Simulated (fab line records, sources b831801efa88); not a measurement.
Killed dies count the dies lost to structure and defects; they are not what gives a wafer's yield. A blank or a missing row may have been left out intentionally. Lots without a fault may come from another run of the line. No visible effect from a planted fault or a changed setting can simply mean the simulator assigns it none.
8D (eight disciplines) problem report, filled in by code ; flow sky130 ; the parts of the form that need people (team, actions taken, sign-off) are left out

## 1. WHAT WENT WRONG
beam_energy_keV at SKY_SD_N_IMPLANT_10 reads a mean of 21.548 on 6 wafers of 2 lots; wafers without a fault read 20.001 with a standard deviation of 0.0064. That is +99 or more standard deviations from the usual mean.
First observed at day 32 21:35: wafer L257.3, on implanter-01. The record holds 18 wafers of 6 lots with a number at this step. The rule behind "out" and "out of limits": a value lying over 4 standard deviations away from the usual mean. The rest of the wafers with a number are treated as sound.

## 2. WHAT IT IS AND WHAT IT IS NOT
question;is;is not
which readings at this step;beam_energy_keV;tilt_deg
which lots;L257, L259;L242, L244, L251, L265
which wafers of those lots;all that have a number;-
read on which tools;implanter-01;implanter-02, implanter-04
when;from day 32 21:35;"up to then (9 sound wafers); but 3 sound wafers of L265 came after"

## 3. WHAT RULES OUT EACH SUSPECT
Counting: a tool at a process step up to the reading stays a suspect if it ran every lot that is out and no sound lot after the first of them.
- implanter-01 at SKY_SD_N_IMPLANT_10: kept. It ran every lot that is out, first L257 (day 32 21:35), and no sound lot after that; its last sound lot up to then is L242 (day 28 05:29). Its own beam_energy_keV readings are out on those wafers.
Remaining after the count: implanter-01 at SKY_SD_N_IMPLANT_10.

## 4. THE CAUSE (what the simulator had put in)
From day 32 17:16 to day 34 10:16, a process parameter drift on implanter-01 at SKY_SD_N_IMPLANT_10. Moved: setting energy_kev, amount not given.
Counting left only this tool.

## 5. THE EFFECT CHAIN, in route order
One row per reading whose mean, taken over the struck wafers that have a number, lies over 3 standard deviations from the usual. Only readings for which the record gives a usual standard deviation are gone through. hours: the time from each lot's start at the first step in this table that gives one to its start at this step, as a median over the lots. sigmas: the change in usual standard deviations.
hours;step;reading;usual;on struck wafers;change;sigmas
0;SKY_SD_N_IMPLANT_10;beam_energy_keV;20.001;21.548;+1.547;+99 or more
It contains these process steps:
- SKY_SD_N_IMPLANT_10

## 6. HOW IT WOULD HAVE BEEN CAUGHT EARLIER
The fault began at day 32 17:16; the first out-of-limits reading in this record came at day 32 21:35, 4 hours later.
